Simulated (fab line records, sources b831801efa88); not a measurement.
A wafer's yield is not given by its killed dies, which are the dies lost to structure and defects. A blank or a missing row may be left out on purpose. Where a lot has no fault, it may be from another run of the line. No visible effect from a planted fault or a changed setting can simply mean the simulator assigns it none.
2 desks looking at one fault :: flow sky130 :: numbers are kept per desk, each desk with only its own; the story behind them comes last

FROM THE METROLOGY DESK
Means of the sampled wafers that have a number, per lot and without regard to the tool the lot ran on: this is what the gauges read. If a lot's mean is further than 4 standard deviations from the usual mean, the lot is out of limits and carries the mark OUT (the distance appears in the brackets).
Columns: A = LOCAL_INTERCONNECT_TIN_THK at SKY_LOCAL_INTERCONNECT_THK_MEAS_02, usual 100.8 nm
lot: L256
first seen here: day 30 14:02
A: 100.7

lot: L257
first seen here: day 30 16:35
A: 100.4

lot: L258
first seen here: day 31 05:57
A: 102.3

lot: L262
first seen here: day 32 12:46
A: 102.6

lot: L263
first seen here: day 32 20:55
A: 99.6

lot: L265
first seen here: day 33 21:48
A: 100.9

lot: L266
first seen here: day 33 22:40
A: 99.0

lot: L269
first seen here: day 34 18:24
A: 98.7

lot: L271
first seen here: day 35 09:38
A: 100.3

lot: L272
first seen here: day 35 13:49
A: 101.6

lot: L274
first seen here: day 36 00:49
A: 101.9

lot: L273
first seen here: day 36 08:36
A: 102.1

lot: L275
first seen here: day 36 15:58
A: 101.0
Finding of this desk: none of the 13 lots has anything out of limits.

AT THE TOOL OWNER'S DESK: plasma-asher-02
The tool's own readings at SKY_LOCAL_INTERCONNECT_STRIP_15 (strips in O2/N2): means of the sampled wafers that have a number, for each lot that ran on this tool. If a lot's mean is further than 4 standard deviations from the usual mean, the lot is out of limits and carries the mark OUT (the distance appears in the brackets).
Columns: A = chamber-pressure-mTorr at SKY_LOCAL_INTERCONNECT_STRIP_15, usual 1499.9 mTorr; B = drypump-motor-current-A at SKY_LOCAL_INTERCONNECT_STRIP_15, usual 5.7 A; C = oes-product-au at SKY_LOCAL_INTERCONNECT_STRIP_15, usual 0.427 a.u.; D = strip-time-to-endpoint-s at SKY_LOCAL_INTERCONNECT_STRIP_15, usual 4.719 s
lot: L257
first seen here: day 31 20:20
A: 1499.3
B: 6.0
C: 0.426
D: 4.717

lot: L274
first seen here: day 37 02:48
A: 1499.5
B: 5.6
C: 0.430
D: 4.736

lot: L275
first seen here: day 37 18:24
A: 1499.7
B: 6.0
C: 0.426
D: 4.698
Finding of this desk: none of the 3 lots has anything out of limits.

TAKEN TOGETHER
The metrology desk saw nothing out of limits.
The desk of the tool owner found nothing out of limits.

WHAT HAD BEEN PUT IN BY THE SIMULATOR
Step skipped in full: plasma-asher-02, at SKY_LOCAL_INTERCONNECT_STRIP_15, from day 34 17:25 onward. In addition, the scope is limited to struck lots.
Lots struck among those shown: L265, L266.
